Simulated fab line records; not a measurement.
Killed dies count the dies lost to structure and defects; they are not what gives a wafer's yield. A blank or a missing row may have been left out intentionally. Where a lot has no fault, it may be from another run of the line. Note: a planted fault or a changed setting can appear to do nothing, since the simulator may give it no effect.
Split-lot experiment -- flow sfq line -- on a route of 325 steps: 5 lots, 23 wafers read

## THE SPLIT ITSELF
At SFQ_TRILAYER_M1_LITHO_COAT_039 (resist thk 600 nm), the setting spin rpm was moved away from the recipe's 3000 rpm on 8 of the 23 wafers read, by +2.9% to +6.2%. For the rest of the wafers, this setting stayed at what the recipe calls for.

The reading comes from the split's own step.

## THE READING
KrF_of_TRILAYER_M1_LITHO_COAT_039.thk nm (the simulator's own value, which no gauge read), in nm, at SFQ_TRILAYER_M1_LITHO_COAT_039 (resist thk 600 nm). There is no usual value for it anywhere in the file. Here, 15 wafers ran the recipe; their average is 598.9 nm with a standard deviation of 2 nm.

wafer,"tool, chamber at the split","spin rpm as run, rpm",against the recipe,"KrF_of_TRILAYER_M1_LITHO_COAT_039.thk nm, nm",against lot-mates on the recipe
L077.1,"litho track-02, 0",3186,+6.2%,576.8,-19.1
L077.2,"litho track-02, 0",3000,recipe,596.6,-
L077.3,"litho track-02, 0",3186,+6.2%,577.2,-18.6
L077.4,"litho track-02, 0",3186,+6.2%,578.4,-17.5
L077.6,"litho track-02, 0",3000,recipe,595.1,-
L078.1,"litho track-03, 0",3000,recipe,598.2,-
L078.2,"litho track-03, 0",3086,+2.9%,589.8,-7.4
L078.3,"litho track-03, 0",3000,recipe,595.5,-
L078.5,"litho track-03, 0",3000,recipe,597.8,-
L078.6,"litho track-03, 0",3086,+2.9%,590.4,-6.8
L079.1,"litho track-03, 0",3000,recipe,600.1,-
L079.2,"litho track-03, 0",3000,recipe,599.2,-
L079.3,"litho track-03, 0",3000,recipe,599.8,-
L079.4,"litho track-03, 0",3000,recipe,601.2,-
L079.6,"litho track-03, 0",3000,recipe,602.7,-
L082.1,"litho track-03, 0",3104,+3.5%,590.2,-8.3
L082.3,"litho track-03, 0",3000,recipe,598.9,-
L082.4,"litho track-03, 0",3104,+3.5%,589.5,-9.0
L082.5,"litho track-03, 0",3104,+3.5%,589.9,-8.6
L082.6,"litho track-03, 0",3000,recipe,598.2,-
L084.1,"litho track-02, 0",3000,recipe,600.3,-
L084.4,"litho track-02, 0",3000,recipe,600.6,-
L084.5,"litho track-02, 0",3000,recipe,599.5,-

THE FIT
A straight line over all 23 wafers: KrF_of_TRILAYER_M1_LITHO_COAT_039.thk nm changes by -3.28 nm for each +1% of spin rpm; r = -0.97; the points scatter about the line by 2 nm.
The same after taking each lot's own level away (the mean of its wafers on the recipe; 23 wafers): -2.85 nm for each +1%; r = -0.99; scatter 1.1 nm.
Per that fit: largest spin rpm move, reading shift of 18 nm.
From 595.85 to 600.60 nm: that is the span of the lots' own levels, equal to 2.4 times the standard deviation above.
So the lot-to-lot level changes the slope: the two fits differ.
Check: for one of the wafers moved furthest among these (+6.2%), held out of the fit, the line's prediction against its lot-mates is -17 nm. It came out at -19.1 nm against them.

## OTHER SPLITS APPLIED TO THESE WAFERS
Before the reading, these wafers also passed through other splits. Each is held against what the fit with the lots' levels taken away leaves over:
other split on the same wafers,wafers away from the commonest value,r with KrF_of_TRILAYER_M1_LITHO_COAT_039.thk nm (lot level and that fit taken away)
SFQ_TRILAYER_INCOMING_OXIDATION_002 ox time s,15,+0.31
SFQ_TRILAYER_L0_LITHO_COAT_005 resist thk nm,9,+0.03
SFQ_TRILAYER_L0_ETCH_METAL_ETCH_008 icp w,9,+0.31
SFQ_TRILAYER_L0_VIA_LITHO_COAT_013 resist thk nm,10,+0.06
SFQ_TRILAYER_L0_VIA_LITHO_PEB_016 peb temp c,3,-0.25
SFQ_TRILAYER_M0_DEP_SPUTTER_019 time s,10,+0.05
SFQ_TRILAYER_M0_LITHO_COAT_021 spin rpm,8,+0.39
SFQ_TRILAYER_I0_VIA_LITHO_COAT_036 resist thk nm,8,+0.11
SFQ_TRILAYER_M1_LITHO_COAT_044 spin rpm,5,+0.02

## THE FILE'S OWN FIT
KrF_of_TRILAYER_M1_LITHO_COAT_039.thk nm changes by -2.8 nm for each +1% of spin rpm, r = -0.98.
